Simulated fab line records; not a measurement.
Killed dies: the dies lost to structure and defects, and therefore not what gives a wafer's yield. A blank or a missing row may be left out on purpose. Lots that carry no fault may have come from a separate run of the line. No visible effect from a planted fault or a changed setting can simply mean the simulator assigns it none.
fab line records -- flow sky130
[record] lots = 6, wafers = 16, last_day = 50
route steps=708 shown LDD_LDN@299 SPACER@304 POLY_CUT@307 PAD_OPEN@708
lots with no fault: from the same line, run without faults
start_h: hours from the record's first day to the start of the lot's first wafer shown -- wait_h: hours since the lot's step before -- " the same as in the row above -- L1.1+2: a row that stands for several wafers -- - no value present, or no start provided -- * or withheld: withheld -- < > ~ a bound
route shown NAME@n: names a module that has steps shown in the file, with the first one's number in the route -- usual: average and standard deviation across the fault-free wafers -- same: alike in all rows -- chamber/n: place in a boat -- sites: the reading at each site -- _std_site: standard deviation across them -- _edge_site: the outer-site mean with the inner-site mean subtracted -- radius_mm: for every site, how far away it sits from the centre of the wafer -- mask NAME#n: copy n -- behind: the last tool/chamber to shape the wafer -- hold: why the lot was held/for how many hours/how that ended -- device: names the non-switching transistor (n, p or np) -- end of line: tests run on the same wafers once the route is complete -- a step without rows: its recipe alone -- killed: count of dies lost to structure and defects at first sort (not the wafer's yield) -- map: per-die view of a wafer (x killed, . not killed, _ where there is no die)
set.NAME: the setting the step ran with; set.NAME@STEP: the setting that earlier step ran with -- model.NAME: the simulator's own value behind a step, which no gauge read
certain route steps with their lots: each step a table, each wafer a row
services: a tool's chamber out of use, with start hour (start_h, from the record's first day; less than 0 if before it), hours out, and reason
[[steps]]
[step SKY_LDD_LDN_IMPLANT_10]
[recipe] species = As, energy_kev = 15, dose_cm2 = 1.25e+13, tilt_deg = withheld, rotation_deg = 203
[step SKY_LDD_LDN_IMPLANT_11]
[recipe] species = As, energy_kev = 15, dose_cm2 = 1.25e+13, tilt_deg = withheld, rotation_deg = 293
[step SKY_LDD_LDN_STRIP_12]
[recipe] chemistry = O2/N2, power_w = 1400, pressure_mtorr = 1500, platen_temp_c = withheld, o2_flow_sccm = 3000, n2_flow_sccm = 300, overash_fraction = 0.5
[usual] drypump_motor_current_A = 5.5/0.53, o2_flow_sccm = 3001/8.3, oes_product_au = 0.716/0.004, strip_time_to_endpoint_s = 14.16/0.049
lot.wafer,tool,chamber,start_h,wait_h,drypump_motor_current_A,o2_flow_sccm,oes_product_au,rf_hours_counter_h,strip_time_to_endpoint_s
L532.2,plasma_asher-04,0,594.83,0.1,5.2,3006,0.717,95,14.14
L532.3,plasma_asher-04,0,594.83,0.1,5.2,3003,0.718,-,14.13
L532.6,plasma_asher-04,0,594.83,0.1,5.2,2994,0.709,-,14.19
L536.1,plasma_asher-04,0,629.38,0.1,5.2,2993,0.715,99,14.10
L536.2,plasma_asher-04,1,629.38,0.1,6.0,3017,0.718,99,14.12
L536.4,plasma_asher-04,0,629.38,0.1,5.2,2991,0.716,-,14.13
L535.1,plasma_asher-02,1,632.29,0.1,5.9,2997,0.720,48,14.11
L535.5,plasma_asher-02,0,632.29,0.1,4.7,3005,0.721,-,14.11
L539.3,plasma_asher-02,1,645.57,0.1,5.9,3004,0.715,-,14.18
L539.5,plasma_asher-02,0,645.57,0.1,4.8,3014,0.723,-,14.15
L548.2,plasma_asher-01,1,705.28,0.1,6.2,2996,0.718,24,14.12
L548.4,plasma_asher-01,0,705.28,0.1,5.2,3001,0.725,-,14.13
L548.6,plasma_asher-01,1,705.28,0.1,6.2,3012,0.714,-,14.13
L550.3,plasma_asher-01,1,715.17,0.1,6.2,3007,0.702,-,14.16
L550.4,plasma_asher-01,0,715.17,0.1,5.3,3002,0.714,-,14.22
L550.5,plasma_asher-01,1,715.17,0.1,6.2,2998,0.721,-,14.18
[step SKY_LDD_LDN_TW_MEAS_13]
[usual] LDD_LDN_TW = 1482/8.3
lot.wafer,tool,chamber,start_h,wait_h,LDD_LDN_TW
L532.2,film_metro-01,-,594.94,0.1,1484
L532.3,film_metro-01,-,594.94,0.1,1485
L532.6,film_metro-01,-,594.94,0.1,1480
L536.1,film_metro-03,-,629.48,0.1,1473
L536.2,film_metro-03,-,629.48,0.1,1471
L536.4,film_metro-03,-,629.48,0.1,1470
L535.1,film_metro-03,-,632.39,0.1,1475
L535.5,film_metro-03,-,632.39,0.1,1482
L539.3,film_metro-04,-,645.66,0.1,1487
L539.5,film_metro-04,-,645.66,0.1,1496
L548.2,film_metro-01,-,705.39,0.1,1488
L548.4,film_metro-01,-,705.39,0.1,1482
L548.6,film_metro-01,-,705.39,0.1,1480
L550.3,film_metro-04,-,715.26,0.1,1487
L550.4,film_metro-04,-,715.26,0.1,1483
L550.5,film_metro-04,-,715.26,0.1,1489
[step SKY_LDD_LDN_CLEAN_14]
[recipe] chemistry = SC1/SC2, mix = 1:4:20, temp_c = 70, time_s = 150, dry = n2_spin
[step SKY_SPACER_CVD_00]
[recipe] material = Si3N4, precursor = DCS/NH3, target_thk_nm = 43.1, temp_c = 770, time_s = 740, pressure_mtorr = 250
[step SKY_SPACER_THK_MEAS_01]
[recipe] reads = Si3N4_of_SPACER_CVD_00
[usual] SPACER_CVD_00_THK = 43.0/0.41
lot.wafer,tool,chamber,start_h,wait_h,SPACER_CVD_00_THK[nm]
L532.2,film_metro-04,-,596.26,0.0,43.6
L532.3,film_metro-04,-,596.26,0.0,43.6
L532.6,film_metro-04,-,596.26,0.0,43.6
L536.1,film_metro-03,-,630.79,0.0,43.7
L536.2,film_metro-03,-,630.79,0.0,43.5
L536.4,film_metro-03,-,630.79,0.0,43.6
L535.1,film_metro-03,-,634.28,0.0,43.1
L535.5,film_metro-03,-,634.28,0.0,42.9
L539.3,film_metro-03,-,666.39,0.1,42.6
L539.5,film_metro-03,-,666.39,0.1,42.3
L548.2,film_metro-02,-,709.16,0.0,42.6
L548.4,film_metro-02,-,709.16,0.0,42.6
L548.6,film_metro-02,-,709.16,0.0,42.7
L550.3,film_metro-03,-,720.80,0.0,42.8
L550.4,film_metro-03,-,720.80,0.0,42.7
L550.5,film_metro-03,-,720.80,0.0,43.1
[step SKY_SPACER_ETCHBACK_02]
[recipe] chemistry = CH3F/O2, target = Si3N4, stop_on = SiO2, source_w = 400, bias_w = 80, pressure_mtorr = 25, ch3f_flow_sccm = 40, O2_flow_sccm = 30, time_s = 46.7, target_depth_a = 450
[usual] bias_w = 79.99/0.23, drypump_motor_current_A = 5.8/0.48, oes_product_au = 0.854/0.0067, throttle_valve_pct = 10.562/0.0093
lot.wafer,tool,chamber,start_h,wait_h,bias_w,drypump_motor_current_A,oes_product_au,rf_hours_counter_h,throttle_valve_pct
L532.2,rie_diel-02,3,596.31,0.0,79.72,6.5,0.856,1,10.560
L532.3,rie_diel-02,0,596.31,0.0,79.80,5.2,0.857,2,10.565
L532.6,rie_diel-02,1,596.31,0.0,80.30,6.3,0.861,-,10.547
L536.1,rie_diel-01,0,630.85,0.1,79.69,6.6,0.871,7,10.554
L536.2,rie_diel-01,1,630.85,0.1,80.06,5.3,0.849,1,10.571
L536.4,rie_diel-01,3,630.85,0.1,79.99,5.5,0.866,4,10.565
L535.1,rie_diel-02,3,634.34,0.1,79.74,6.5,0.853,2,10.553
L535.5,rie_diel-02,1,634.34,0.1,79.98,6.3,0.850,-,10.557
L539.3,rie_diel-01,2,666.43,0.0,80.37,5.5,0.845,3,10.560
L539.5,rie_diel-01,0,666.43,0.0,80.28,6.6,0.849,-,10.541
L548.2,rie_diel-02,0,709.21,0.0,79.50,5.2,0.856,4,10.567
L548.4,rie_diel-02,3,709.21,0.0,79.85,6.4,0.845,3,10.562
L548.6,rie_diel-02,0,709.21,0.0,80.03,5.2,0.846,-,10.554
L550.3,rie_diel-04,2,720.84,0.0,80.21,5.9,0.846,18,10.563
L550.4,rie_diel-04,3,720.84,0.0,80.23,5.5,0.853,-,10.558
L550.5,rie_diel-04,2,720.84,0.0,80.01,5.9,0.847,-,10.553
[step SKY_POLY_CUT_DEHYDRATE_00]
[recipe] temp_c = 200, time_s = 60
[step SKY_POLY_CUT_HMDS_01]
[recipe] prime_time_s = 60, prime_temp_c = 120
[step SKY_POLY_CUT_COAT_02]
[recipe] resist = BARC, temp_c = withheld, time_s = withheld, spin_rpm = 3000, resist_thk_nm = 60
[step SKY_POLY_CUT_COAT_03]
[recipe] resist = KrF-thick, spin_rpm = 3000, resist_thk_nm = 450
[step SKY_POLY_CUT_SOFTBAKE_04]
[recipe] temp_c = 100, time_s = 90, resist = KrF-thick
[usual] heater_power_total_W = 57.37/0.11, run_length_s = 119.33/0.27
lot.wafer,tool,chamber,start_h,wait_h,heater_power_total_W,run_length_s
L532.2,litho_track-04,0,610,-,57.51,119.06
L532.3,litho_track-04,0,610,-,57.51,119.04
L532.6,litho_track-04,0,610,-,57.24,119.13
L536.1,litho_track-03,0,645,-,57.15,119.44
L536.2,litho_track-03,0,645,-,57.45,119.54
L536.4,litho_track-03,0,645,-,57.35,119.53
L535.1,litho_track-04,0,648,-,60.27,106.37
L535.5,litho_track-04,0,649,-,57.49,118.93
L539.3,litho_track-04,0,679,-,60.24,106.75
L539.5,litho_track-04,0,679,-,57.47,119.02
L548.2,litho_track-03,0,723,-,57.51,119.65
L548.4,litho_track-03,0,723,-,57.35,119.46
L548.6,litho_track-03,0,723,-,57.36,119.91
L550.3,litho_track-01,0,733,-,57.48,119.13
L550.4,litho_track-01,0,734,-,57.40,119.12
L550.5,litho_track-01,0,734,-,57.52,119.00
[step SKY_POLY_CUT_EXPOSE_05]
[recipe] mask_id = NPCM, na = 0.8, source_shape = annular, sigma_inner = 0.55, sigma_outer = 0.85, target_cd_nm = 270, dose_mj = 32
[step SKY_PAD_OPEN_PROBE_99]
[usual] killed_at_M0_to_M3 = 44/6.9, killed_at_M4_up = 3.3/1.7, killed_at_contacts = 24/5.5, killed_at_front_end = 16/4.5, killed_at_other = 0.2/0.46, killed_dies = 87/9.1, killed_open = 48/7.3, killed_short = 39/6.2
[same] gross_dies = 492, killed_at_back_side = 0
lot.wafer,tool,chamber,start_h,wait_h,killed_at_M0_to_M3,killed_at_M4_up,killed_at_contacts,killed_at_front_end,killed_at_other,killed_dies,killed_open,killed_short
L532.3,prober-01,-,1118.47,0.2,41,4,21,19,0,85,48,37
L536.1,prober-01,-,1145.64,0.1,38,5,28,12,0,83,51,32
L536.2,prober-01,-,1145.69,0.1,40,3,21,20,0,84,56,28
L536.4,prober-01,-,1145.79,0.2,42,4,27,28,0,101,55,45
L535.1,prober-02,-,1146.15,0.1,43,4,27,11,1,86,50,36
L535.5,prober-02,-,1146.35,0.2,45,3,19,20,0,87,46,41
L550.3,prober-02,-,1200.12,0.2,48,3,25,7,0,83,43,40
L550.4,prober-02,-,1200.17,0.2,49,3,23,13,0,88,47,41
L550.5,prober-02,-,1200.22,0.2,46,3,15,13,0,77,38,39
// killed by level:class
L532.3 VIA1:geometric_particle:open=11 LI_CONTACT:geometric_particle:open=7 VIA2:geometric_particle:open=6 VIA3:geometric_particle:open=5 CONTACT:geometric_particle:open=5 METAL1:geometric_particle:short=5 FIELD_ISO:geometric_particle:short=4 VIA1:geometric_particle:short=4
L536.1 CONTACT:geometric_particle:open=14 VIA1:geometric_particle:open=12 VIA2:geometric_particle:open=7 CONTACT:geometric_particle:short=5 LI_CONTACT:geometric_particle:open=5 VIA3:geometric_particle:open=5 POLY_GATE:geometric_particle:short=4 METAL4:geometric_particle:short=4
L536.2 VIA1:geometric_particle:open=13 VIA2:geometric_particle:open=11 LI_CONTACT:geometric_particle:open=8 FIELD_ISO:geometric_particle:open=7 CONTACT:geometric_particle:short=7 METAL2:geometric_particle:short=6 CONTACT:geometric_particle:open=5 FIELD_ISO:geometric_particle:short=4
L536.4 VIA2:geometric_particle:open=9 LI_CONTACT:geometric_particle:open=8 CONTACT:geometric_particle:open=8 VIA1:geometric_particle:open=8 FIELD_ISO:geometric_particle:open=7 POLY_GATE:geometric_particle:open=5 POLY_GATE:geometric_particle:short=4 METAL1:geometric_particle:short=4
L535.1 CONTACT:geometric_particle:open=12 VIA1:geometric_particle:open=12 LI_CONTACT:geometric_particle:open=7 VIA3:geometric_particle:short=7 VIA3:geometric_particle:open=6 FIELD_ISO:geometric_particle:short=5 METAL1:geometric_particle:short=5 VIA2:geometric_particle:open=4
L535.5 VIA1:geometric_particle:open=13 FIELD_ISO:geometric_particle:short=6 LOCAL_INTERCONNECT:geometric_particle:short=6 CONTACT:geometric_particle:open=6 VIA2:geometric_particle:open=6 VIA3:geometric_particle:open=6 FIELD_ISO:geometric_particle:open=5 METAL1:geometric_particle:short=5
L550.3 VIA1:geometric_particle:open=12 VIA2:geometric_particle:open=8 VIA3:geometric_particle:open=7 LOCAL_INTERCONNECT:geometric_particle:short=7 CONTACT:geometric_particle:short=6 LI_CONTACT:geometric_particle:open=5 METAL3:geometric_particle:short=5 VIA1:geometric_particle:short=4
L550.4 METAL1:geometric_particle:short=8 VIA1:geometric_particle:open=8 CONTACT:geometric_particle:open=7 VIA2:geometric_particle:open=7 VIA3:geometric_particle:open=7 LOCAL_INTERCONNECT:geometric_particle:short=6 VIA1:geometric_particle:short=5 POLY_GATE:geometric_particle:open=4
L550.5 VIA1:geometric_particle:open=10 VIA3:geometric_particle:open=8 CONTACT:geometric_particle:open=7 VIA3:geometric_particle:short=7 VIA1:geometric_particle:short=6 POLY_GATE:geometric_particle:short=5 METAL2:geometric_particle:short=3 METAL4:geometric_particle:short=3
[[services]]
tool,chamber,start_h,hours,kind
plasma_asher-02,-,572.46,1.9,repair
rie_diel-01,0,572.75,3.6,repair
rie_diel-04,1,579.50,9.0,repair
rie_diel-04,3,588.52,-,clean
rie_diel-04,3,588.52,21.8,scheduled_down
rie_diel-04,3,588.52,21.8,vent_cycle
rie_diel-02,0,600.71,5.3,repair
rie_diel-04,1,602.55,20.4,repair
rie_diel-01,1,603.21,13.7,repair
rie_diel-01,-,607.12,15.6,pm
plasma_asher-02,-,608.76,2.2,repair
rie_diel-04,-,623.92,14.6,pm
rie_diel-01,-,640.00,1.0,repair
plasma_asher-02,-,668.94,2.8,pm
rie_diel-04,0,718.59,6.2,repair
rie_diel-01,-,719.57,2.5,repair
litho_track-04,-,727.90,-,consumable_replace:filter
rie_diel-02,0,732.78,5.4,repair
plasma_asher-04,-,733.75,9.0,pm
plasma_asher-04,0,733.75,9.0,vent_cycle
plasma_asher-04,1,733.75,9.0,vent_cycle
[[key]]
[first_sign] step = SKY_POLY_CUT_SOFTBAKE_04, reading = run_length_s, direction = down, sigmas = 48, usual = *, struck = *
[effect] step = SKY_POLY_CUT_SOFTBAKE_04, reading = heater_power_total_W, direction = up, sigmas = 27, usual = *, struck = *
met_at SKY_POLY_CUT_SOFTBAKE_04
struck_wafers L535.1,L539.3
tester_left_out L535,L539
onset_between 610 648
[fault] kind = process_parameter_drift, tool = litho_track-04, chamber = -, onset_h = 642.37, steps = SKY_POLY_CUT_SOFTBAKE_04, channel = time_s, offset = *, shape = step, end_h = 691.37, scope = struck_wafers_only, acts_in = *, stated = *
// tester_left_out: of these lots the tester's yield and bins aren't shown, on N5 and GAA mostly nor the transistor test; their killed dies are dies lost to structure and defects alone, not to doping, threshold or leakage, so they don't give the yield
